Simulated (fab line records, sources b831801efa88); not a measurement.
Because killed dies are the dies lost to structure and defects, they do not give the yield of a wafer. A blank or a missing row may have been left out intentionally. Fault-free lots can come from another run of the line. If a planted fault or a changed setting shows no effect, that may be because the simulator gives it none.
Problem report in the 8D (eight disciplines) form, filled by code ; flow sky130 ; the parts of the form that need people (team, actions taken, sign-off) are left out

1. THE PROBLEM
Mean NWELL_TW at SKY_NWELL_TW_MEAS_15: 1613 over 6 wafers in 2 lots; fault-free wafers: 1820, standard deviation 9.2. Measured from the usual mean, that is -23 standard deviations.
First observed at day 9 01:17: wafer L116.3, on film metro-02. Wafers with a number at this step in the record: 33, from 11 lots. Rule for "out" (also "out of limits"): further than 4 standard deviations from the usual mean. The rest of the wafers with a number are treated as sound.

2. WHAT IT IS; WHAT IT IS NOT
question;is;is not
which readings at this step;NWELL_TW;-
which lots;L116, L117;L103, L104, L105, L107, L109, L113, L118, L121, L999
which wafers of those lots;all that have a number;-
read on which gauges;film metro-02, film metro-03;film metro-04
when;from day 9 01:17;"up to then (21 sound wafers); but 6 sound wafers of L118, L121 came after"

3. SUSPECTS, AND WHAT RULES EACH OUT
Counting: a tool at a process step up to the reading stays a suspect if it ran every lot that is out and no sound lot after the first of them.
- the gauge at SKY_NWELL_TW_MEAS_15 has been ruled out. The wafers that are out were read on 2 gauges (film metro-02, film metro-03).
- rie diel-01 at SKY_FIELD_ISO_ETCH_14 (etches BARC in N2/H2, stops on SiO2, time 45.9 s, target depth 60 nm): kept. Every lot that is out went through it, starting with L116 (day 6 02:19), and after that it ran no sound lot; the last sound lot it ran before then is L109 (day 4 12:56).
- implanter-03 at SKY_NWELL_IMPLANT_11: kept. Every lot that is out went through it, starting with L116 (day 9 00:46), and after that it ran no sound lot; the last sound lot it ran before then is L109 (day 7 08:49). Out on those wafers are its own readings of dose ions cm2, faraday current uA.
Remaining after the count are rie diel-01 at SKY_FIELD_ISO_ETCH_14 and implanter-03 at SKY_NWELL_IMPLANT_11.

4. THE CAUSE (what the simulator had put in)
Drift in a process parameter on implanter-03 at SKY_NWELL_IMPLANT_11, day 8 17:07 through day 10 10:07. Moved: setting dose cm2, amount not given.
2 suspects survive the count, and this tool is in that group.

5. THE EFFECT CHAIN, in route order
One row per reading whose mean, taken over the struck wafers that have a number, lies over 3 standard deviations from the usual. Readings are gone through only where the record gives a usual standard deviation; hours: the median, over the lots, of the time from a lot's start at the first step in this table giving one to that lot's start at this step; sigmas: the change measured in usual standard deviations.
hours;step;reading;usual;on struck wafers;change;sigmas
0;SKY_NWELL_IMPLANT_11;dose ions cm2;1.9e+13;1.3e+13;-6.2e+12;-99 or more
0;SKY_NWELL_IMPLANT_11;faraday current uA;107.0;72.4;-34.6;-16
1;SKY_NWELL_TW_MEAS_15;NWELL_TW;1820;1613;-207;-23
23;SKY_NWELL_RS_MEAS_29;NWELL_RS;625.0 ohm/sq;772.0;+147.0;+92
Process steps it contains:
- SKY_NWELL_IMPLANT_11
At these later measuring or inspecting steps, every struck wafer for which the step has a row has a number for every such reading, and none has moved that far: SKY_VT_ADJUST_LVTN_OVL_MEAS_07.

6. WHAT WOULD HAVE CAUGHT IT SOONER
In this record the first reading out of limits at a measuring or inspecting step was taken at day 9 01:17, 8 hours after the fault began at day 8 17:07.
The tool's own readings at SKY_NWELL_IMPLANT_11 were out on every struck wafer that the step has a row for (dose ions cm2, faraday current uA): an alarm limit on them would have fired on the first of those.
Of the lots that are out (2), L117 began SKY_NWELL_IMPLANT_11 on implanter-03 after day 9 01:17. Holding the tool at that time would have saved it.
